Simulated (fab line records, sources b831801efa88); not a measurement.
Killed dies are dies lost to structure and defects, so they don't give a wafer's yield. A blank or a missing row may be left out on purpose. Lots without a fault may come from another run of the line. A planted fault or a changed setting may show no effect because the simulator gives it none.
fab line records | flow sky130
record lots=5 wafers=15 last_day=50
route steps=708 shown LDD_HVP@281 LDD_LDN@289 PAD_OPEN@708
lots that met no fault: from a run of the same line without faults
start_h: hours from the record's first day to the start of the lot's first wafer shown | wait_h: hours since the lot's step before | " the same as in the row above | L1.1+2: a row that stands for several wafers | - no value, or no start given | * or withheld: withheld | < > ~ a bound
route shown NAME@n: a module of which the file shows steps, and the number in the route of the first | usual: mean/standard deviation of fault-free wafers | same: alike in all rows | chamber/n: place in a boat | sites: the reading at each site | _std_site: their standard deviation | _edge_site: outer sites' mean less inner sites' | radius_mm: how far each site lies from the wafer's centre | mask NAME#n: copy n | behind: the tool/chamber that last shaped the wafer | hold: why the lot was held/for how many hours/how that ended | device: the transistor (n, p or np) that didn't switch | end of line: the same wafers' tests at the end of the route | a step without rows: its recipe alone | killed: dies lost to structure and defects at the first sort, not the wafer's yield | map: a wafer's dies, x killed, . not, _ none there
set.NAME: the setting as run; set.NAME@STEP: as run at that earlier step | model.NAME: the simulator's own value behind a step, which no gauge read
lots at some steps of the route; a table a step, a row a wafer
services: from which hour (start_h, from the record's first day; less than 0 if before it) a tool's chamber was out of use, for how many hours, and why
## steps
# step SKY_LDD_HVP_SOFTBAKE_03
# recipe temp_c=90 time_s=60 resist=NOVOLAK
# step SKY_LDD_HVP_EXPOSE_04
# recipe mask_id=HVPTM na=0.6 source_shape=conventional sigma_outer=0.6 polarization=unpolarized target_cd_nm=700 dose_mj=86
# step SKY_LDD_HVP_PEB_05
# recipe temp_c=withheld time_s=* resist=NOVOLAK
# step SKY_LDD_HVP_DEVELOP_06
# recipe resist=NOVOLAK developer=TMAH develop_time_s=60 dev_temp_c=23
# step SKY_LDD_HVP_OVL_MEAS_07
# usual LDD_HVP_OVL=-0.9/1.4
# columns lot.wafer tool chamber start_h wait_h LDD_HVP_OVL[nm]
L795.1 overlay-02 - 500.68 0.1 -2.1
L795.2 " - " " -1.8
L795.4 " - " " -2.2
L810.4 overlay-01 - 633.85 0.1 -1.0
L810.5 " - " " -0.6
L810.6 " - " " -0.5
L812.2 overlay-01 - 649.53 0.1 0.3
L812.3 " - " " -0.8
L812.4 " - " " -0.9
L817.3 overlay-02 - 687.00 0.1 -1.4
L817.5 " - " " -1.7
L817.6 " - " " -1.6
L818.1 overlay-01 - 690.33 0.1 0.2
L818.2 " - " " 0.2
L818.3 " - " " -1.6
# step SKY_LDD_HVP_IMPLANT_08
# recipe species=B energy_kev=20 dose_cm2=1.7e+13 tilt_deg=17.9
# step SKY_LDD_HVP_STRIP_09
# recipe chemistry=O2/N2 power_w=1400 pressure_mtorr=1500 platen_temp_c=withheld o2_flow_sccm=3000 n2_flow_sccm=300 overash_fraction=0.5
# usual drypump_motor_current_A=5.79/0.3 n2_flow_sccm=300.1/0.97 oes_product_au=0.409/0.004 strip_time_to_endpoint_s=4.136/0.014
# columns lot.wafer tool chamber start_h wait_h drypump_motor_current_A n2_flow_sccm oes_product_au rf_hours_counter_h strip_time_to_endpoint_s
L795.1 plasma_asher-02 1 500.87 0.1 5.75 300.0 0.408 77 4.144
L795.2 " 0 " " 5.90 300.5 0.413 77 4.140
L795.4 " 1 " " 5.75 302.4 0.411 - 4.137
L810.4 plasma_asher-02 1 634.05 0.1 5.73 299.0 0.408 - 4.168
L810.5 " 1 " " 5.76 299.2 0.406 - 4.152
L810.6 " 0 " " 5.90 300.0 0.412 - 4.131
L812.2 plasma_asher-04 1 649.71 0.1 5.36 300.0 0.410 53 4.142
L812.3 " 1 " " 5.34 299.5 0.405 - 4.158
L812.4 " 0 " " 5.71 299.3 0.402 - 4.131
L817.3 plasma_asher-01 1 687.20 0.1 5.77 300.8 0.412 - 4.151
L817.5 " 0 " " 6.31 300.7 0.400 - 4.139
L817.6 " 1 " " 5.80 301.5 0.409 - 4.143
L818.1 plasma_asher-01 1 690.52 0.1 5.79 299.1 0.405 84 4.113
L818.2 " 0 " " 6.31 297.2 0.417 84 4.143
L818.3 " 0 " " 6.33 299.3 0.412 - 4.110
# step SKY_LDD_HVP_TW_MEAS_10
# usual LDD_HVP_TW=458.6/2.5
# columns lot.wafer tool chamber start_h wait_h LDD_HVP_TW
L795.1 film_metro-03 - 500.97 0.1 457.0
L795.2 " - " " 455.0
L795.4 " - " " 453.3
L810.4 film_metro-01 - 634.15 0.1 458.4
L810.5 " - " " 460.9
L810.6 " - " " 461.4
L812.2 film_metro-01 - 649.82 0.1 459.3
L812.3 " - " " 463.5
L812.4 " - " " 459.0
L817.3 film_metro-03 - 687.29 0.1 455.1
L817.5 " - " " 455.5
L817.6 " - " " 452.6
L818.1 film_metro-04 - 690.62 0.1 464.1
L818.2 " - " " 459.9
L818.3 " - " " 461.5
# step SKY_LDD_LDN_DEHYDRATE_00
# recipe temp_c=200 time_s=60
# step SKY_LDD_LDN_HMDS_01
# recipe prime_time_s=60 prime_temp_c=120
# step SKY_LDD_LDN_COAT_02
# recipe resist=NOVOLAK spin_rpm=3000 resist_thk_nm=1140
# step SKY_LDD_LDN_SOFTBAKE_03
# recipe temp_c=90 time_s=60 resist=NOVOLAK
# step SKY_LDD_LDN_EXPOSE_04
# recipe mask_id=LDNTM na=0.6 source_shape=conventional sigma_outer=0.6 polarization=unpolarized target_cd_nm=700 dose_mj=140
# columns lot.wafer tool chamber start_h wait_h mask
L795.1+2+4 iline_stepper-01 0 516.77 - LDNTM#0
L810.4+5+6 iline_stepper-01 0 649.73 - LDNTM#0
L812.2+3+4 iline_stepper-01 0 664.36 - URPM#0
L817.3+5+6 iline_stepper-01 0 701.79 - LDNTM#0
L818.1+2+3 iline_stepper-01 0 704.48 - LDNTM#0
# step SKY_LDD_LDN_PEB_05
# recipe temp_c=withheld time_s=* resist=NOVOLAK
# step SKY_LDD_LDN_DEVELOP_06
# recipe resist=NOVOLAK developer=TMAH develop_time_s=60 dev_temp_c=23
# step SKY_LDD_LDN_OVL_MEAS_07
# usual LDD_LDN_OVL=0.0/1.6
# columns lot.wafer tool chamber start_h wait_h LDD_LDN_OVL[nm]
L795.1 overlay-01 - 531.32 0.1 1.5
L795.2 " - " " -0.5
L795.4 " - " " 0.7
L810.4 overlay-01 - 663.69 0.1 3.2
L810.5 " - " " 2.9
L810.6 " - " " 2.4
L812.2 overlay-02 - 678.48 0.1 -
L812.3 " - " " -
L812.4 " - " " -
L817.3 overlay-02 - 715.09 0.1 0.6
L817.5 " - " " 1.7
L817.6 " - " " 0.2
L818.1 overlay-01 - 717.98 0.1 -1.9
L818.2 " - " " -2.0
L818.3 " - " " -0.4
# step SKY_LDD_LDN_IMPLANT_08
# recipe species=As energy_kev=15 dose_cm2=1.25e+13 tilt_deg=withheld rotation_deg=23
# step SKY_LDD_LDN_IMPLANT_09
# recipe species=As energy_kev=15 dose_cm2=1.25e+13 tilt_deg=withheld rotation_deg=113
# step SKY_LDD_LDN_IMPLANT_10
# recipe species=As energy_kev=15 dose_cm2=1.25e+13 tilt_deg=withheld rotation_deg=203
# step SKY_LDD_LDN_IMPLANT_11
# recipe species=As energy_kev=15 dose_cm2=1.25e+13 tilt_deg=withheld rotation_deg=293
# step SKY_LDD_LDN_STRIP_12
# recipe chemistry=O2/N2 power_w=1400 pressure_mtorr=1500 platen_temp_c=withheld o2_flow_sccm=3000 n2_flow_sccm=300 overash_fraction=0.5
# usual drypump_motor_current_A=5.65/0.22 n2_flow_sccm=300.0/0.9 oes_product_au=0.715/0.004 strip_time_to_endpoint_s=14.17/0.037
# columns lot.wafer tool chamber start_h wait_h drypump_motor_current_A n2_flow_sccm oes_product_au rf_hours_counter_h strip_time_to_endpoint_s
L795.1 plasma_asher-03 0 531.96 0.1 5.40 299.8 0.713 10 14.19
L795.2 " 1 " " 5.87 300.3 0.715 10 14.16
L795.4 " 0 " " 5.36 298.4 0.718 - 14.23
L810.4 plasma_asher-02 0 664.34 0.1 5.90 300.1 0.723 - 14.11
L810.5 " 0 " " 5.90 299.3 0.723 - 14.12
L810.6 " 1 " " 5.73 300.3 0.718 - 14.09
L812.2 plasma_asher-03 1 679.11 0.1 5.83 299.5 0.716 25 14.17
L812.3 " 1 " " 5.79 300.1 0.719 - 14.19
L812.4 " 0 " " 5.41 300.5 0.712 - 14.14
L817.3 plasma_asher-02 0 715.75 0.1 5.90 299.6 0.715 - 14.15
L817.5 " 1 " " 5.71 301.9 0.715 - 14.16
L817.6 " 0 " " 5.88 301.3 0.724 - 14.14
L818.1 plasma_asher-03 0 718.61 0.1 5.41 301.3 0.715 28 14.22
L818.2 " 1 " " 5.87 300.4 0.714 28 14.22
L818.3 " 0 " " 5.43 299.5 0.710 - 14.18
# step SKY_LDD_LDN_TW_MEAS_13
# usual LDD_LDN_TW=1491/12
# columns lot.wafer tool chamber start_h wait_h hold LDD_LDN_TW
L795.1 film_metro-02 - 532.06 0.1 - 1485
L795.2 " - " " - 1479
L795.4 " - " " - 1484
L810.4 film_metro-04 - 664.44 0.1 - 1492
L810.5 " - " " - 1493
L810.6 " - " " - 1488
L812.2 film_metro-01 - 679.22 0.1 await_dispo/0.2h/release 30
L812.3 " - " " await_dispo/0.2h/release 31
L812.4 " - " " await_dispo/0.2h/release 30
L812.2 film_metro-01 - 679.45 0.2 - 30
L812.3 " - " " - 30
L812.4 " - " " - 30
L817.3 film_metro-04 - 715.84 0.1 - 1504
L817.5 " - " " - 1502
L817.6 " - " " - 1502
L818.1 film_metro-01 - 718.71 0.1 - 1501
L818.2 " - " " - 1496
L818.3 " - " " - 1488
# step SKY_PAD_OPEN_PROBE_99
# usual defect_limited_yield=82.6/2 killed_at_M0_to_M3=42/6.2 killed_at_M4_up=3.0/1.8 killed_at_contacts=25/5.9 killed_at_front_end=15/4.5 killed_at_other=0.2/0.45 killed_dies=85/9.9 killed_open=47/6.7 killed_short=39/6.4 sort_bin_3_pad_short=0.9/0.41 sort_bin_5_function=10.2/1.4 sort_bin_6_memory=6.3/1.1 sort_n_pass=407/9.9 sort_yield_pct=82.6/2
# same gross_dies=492 killed_at_back_side=0 sort_bin_4_leakage[%]=0 sort_bin_8_speed[%]=0
# columns lot.wafer tool chamber start_h wait_h defect_limited_yield[%] killed_at_M0_to_M3 killed_at_M4_up killed_at_contacts killed_at_front_end killed_at_other killed_dies killed_open killed_short sort_bin_3_pad_short[%] sort_bin_5_function[%] sort_bin_6_memory[%] sort_n_pass sort_yield_pct[%]
L810.4 prober-01 - 1172.54 0.2 81.3 44 2 30 16 0 92 44 48 1.6 11.4 5.7 400 81.3
L810.5 prober-01 - 1172.59 0.2 81.5 45 2 34 10 0 91 53 38 1.0 10.4 7.1 401 81.5
L810.6 prober-01 - 1172.64 0.2 82.5 44 3 25 14 0 86 57 29 0.8 10.8 5.9 406 82.5
L817.3 prober-02 - 1203.80 0.2 81.3 46 2 31 12 1 92 61 31 1.0 10.0 7.7 400 81.3
L817.5 prober-02 - 1203.90 0.2 84.6 47 1 17 11 0 76 44 32 0.8 8.7 5.9 416 84.6
L817.6 prober-02 - 1203.95 0.2 83.5 43 2 20 15 1 81 47 34 0.8 10.0 5.7 411 83.5
# killed by level:class
L810.4 CONTACT:geometric_particle:open=10 VIA2:geometric_particle:open=8 CONTACT:geometric_particle:short=8 METAL2:geometric_particle:short=6 METAL1:geometric_particle:short=6 VIA1:geometric_particle:open=6 POLY_GATE:geometric_particle:short=5 VIA1:geometric_particle:short=5
L810.5 CONTACT:geometric_particle:open=16 VIA1:geometric_particle:open=10 VIA3:geometric_particle:open=8 LI_CONTACT:geometric_particle:open=7 METAL2:geometric_particle:short=6 CONTACT:geometric_particle:short=5 VIA1:geometric_particle:short=5 VIA2:geometric_particle:open=5
L810.6 CONTACT:geometric_particle:open=14 VIA2:geometric_particle:open=10 VIA3:geometric_particle:open=9 VIA1:geometric_particle:open=7 LI_CONTACT:geometric_particle:open=6 POLY_GATE:geometric_particle:short=4 METAL1:geometric_particle:short=4 POLY_GATE:geometric_particle:open=3
L817.3 LI_CONTACT:geometric_particle:open=11 VIA1:geometric_particle:open=11 VIA2:geometric_particle:open=9 CONTACT:geometric_particle:open=8 METAL2:geometric_particle:short=7 LOCAL_INTERCONNECT:geometric_particle:open=6 METAL1:geometric_particle:short=5 VIA2:geometric_particle:short=4
L817.5 VIA1:geometric_particle:open=14 LI_CONTACT:geometric_particle:open=7 METAL1:geometric_particle:short=6 VIA1:geometric_particle:short=6 VIA2:geometric_particle:open=6 METAL2:geometric_particle:short=6 LI_CONTACT:geometric_particle:short=4 POLY_GATE:geometric_particle:open=3
L817.6 VIA1:geometric_particle:open=10 VIA2:geometric_particle:open=8 CONTACT:geometric_particle:open=6 FIELD_ISO:geometric_particle:open=5 VIA3:geometric_particle:open=5 LOCAL_INTERCONNECT:geometric_particle:short=4 CONTACT:geometric_particle:short=4 VIA2:geometric_particle:short=4
## services
# columns tool chamber start_h hours kind
plasma_asher-03 - 491.72 5.3 repair
plasma_asher-01 - 498.76 2.2 repair
plasma_asher-01 - 517.09 3.4 repair
plasma_asher-01 - 519.06 8.1 repair
plasma_asher-01 - 610.32 2.5 repair
iline_stepper-01 - 612.59 8.4 repair
plasma_asher-02 - 617.32 0.7 repair
plasma_asher-01 - 634.12 0.9 repair
plasma_asher-01 - 655.81 1.4 repair
iline_stepper-01 - 677.54 1.7 pm
plasma_asher-04 - 683.79 3.6 repair
plasma_asher-03 - 692.89 1.5 repair
## key
first_sign step=SKY_LDD_LDN_EXPOSE_04 reading=mask direction=changed
effect step=SKY_LDD_LDN_OVL_MEAS_07 reading=LDD_LDN_OVL direction=missing
effect step=SKY_LDD_LDN_TW_MEAS_13 reading=visit direction=added
effect step=SKY_LDD_LDN_TW_MEAS_13 reading=LDD_LDN_TW direction=down sigmas=99+ usual=1491 struck=30
met_at SKY_LDD_LDN_EXPOSE_04
struck_wafers L812.2,L812.3,L812.4
scrapped_behind SKY_LDD_LDN_TW_MEAS_13 L812.2,L812.3,L812.4
onset_between 649.73 664.36
fault kind=wrong_mask tool=any chamber=- onset_h=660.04 steps=SKY_LDD_LDN_EXPOSE_04 aux_copy=URPM#0 scope=struck_lots_only
